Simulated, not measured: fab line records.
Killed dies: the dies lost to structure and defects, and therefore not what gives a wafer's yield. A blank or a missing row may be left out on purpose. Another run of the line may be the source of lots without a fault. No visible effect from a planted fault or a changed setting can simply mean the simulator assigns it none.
2 desks looking at one fault | flow sfq_line | what lay behind the numbers comes last; until then each desk has only its own

== FOR THE TOOL OWNER'S DESK: cmp-01 ==
The tool's own readings at SFQ_TRILAYER_I4_CMP_CMP_100 (polishes SiO2): means of the sampled wafers that have a number, for each lot that ran on this tool. If a lot's mean is further than 4 standard deviations from the usual mean, the lot is out of limits and carries the mark OUT (the distance appears in the brackets).
Columns: A = motor_current_A at SFQ_TRILAYER_I4_CMP_CMP_100, usual 9.5 A; B = slurry_flow_ml_min at SFQ_TRILAYER_I4_CMP_CMP_100, usual 150.0; C = time_to_endpoint_s at SFQ_TRILAYER_I4_CMP_CMP_100, usual 214 s
lot  | first seen here | A    | B     | C
L680 | day 49 07:28    | 9.1  | 150.0 | 211
L681 | day 49 10:07    | 9.0  | 150.0 | 204
L682 | day 51 05:19    | 8.9  | 149.7 | 218
L685 | day 52 05:51    | 9.5  | 149.9 | 216
L686 | day 52 18:24    | 9.0  | 150.5 | 203
L690 | day 53 21:25    | 10.2 | 149.9 | 214
L696 | day 57 17:55    | 10.1 | 150.5 | 217
L697 | day 58 14:12    | 9.4  | 150.0 | 206
L698 | day 58 20:12    | 9.8  | 149.9 | 216
L701 | day 59 08:12    | 9.2  | 150.2 | 201
This desk's verdict: no lot among the 10 shows anything out of limits.

== THE METROLOGY DESK ==
Lot by lot, what the gauges showed, no matter which tool ran the lot: averages of those sampled wafers that carry a number. If a lot's mean is further than 4 standard deviations from the usual mean, the lot is out of limits and carries the mark OUT (the distance appears in the brackets).
Columns: A = I4_OVL at SFQ_I4_OVL_MEAS_928, usual 5 nm
lot  | first seen here | A
L678 | day 49 04:53    | 1
L680 | day 49 13:53    | 6
L681 | day 49 16:42    | 6
L682 | day 51 13:53    | 6
L683 | day 51 21:07    | 1
L685 | day 52 12:32    | 10
L686 | day 57 05:18    | 0
L690 | day 58 07:43    | 6
L696 | day 61 01:05    | -0
L697 | day 62 09:29    | 0
L698 | day 62 17:53    | 4
L699 | day 62 23:53    | 9
L700 | day 63 03:29    | 4
L701 | day 63 14:15    | 5
This desk's verdict: no lot among the 14 shows anything out of limits.

== PUT TOGETHER ==
The tool owner's desk saw nothing out of limits.
At the metrology desk, nothing out of limits was observed.

== WHAT THE SIMULATOR HAD INSERTED ==
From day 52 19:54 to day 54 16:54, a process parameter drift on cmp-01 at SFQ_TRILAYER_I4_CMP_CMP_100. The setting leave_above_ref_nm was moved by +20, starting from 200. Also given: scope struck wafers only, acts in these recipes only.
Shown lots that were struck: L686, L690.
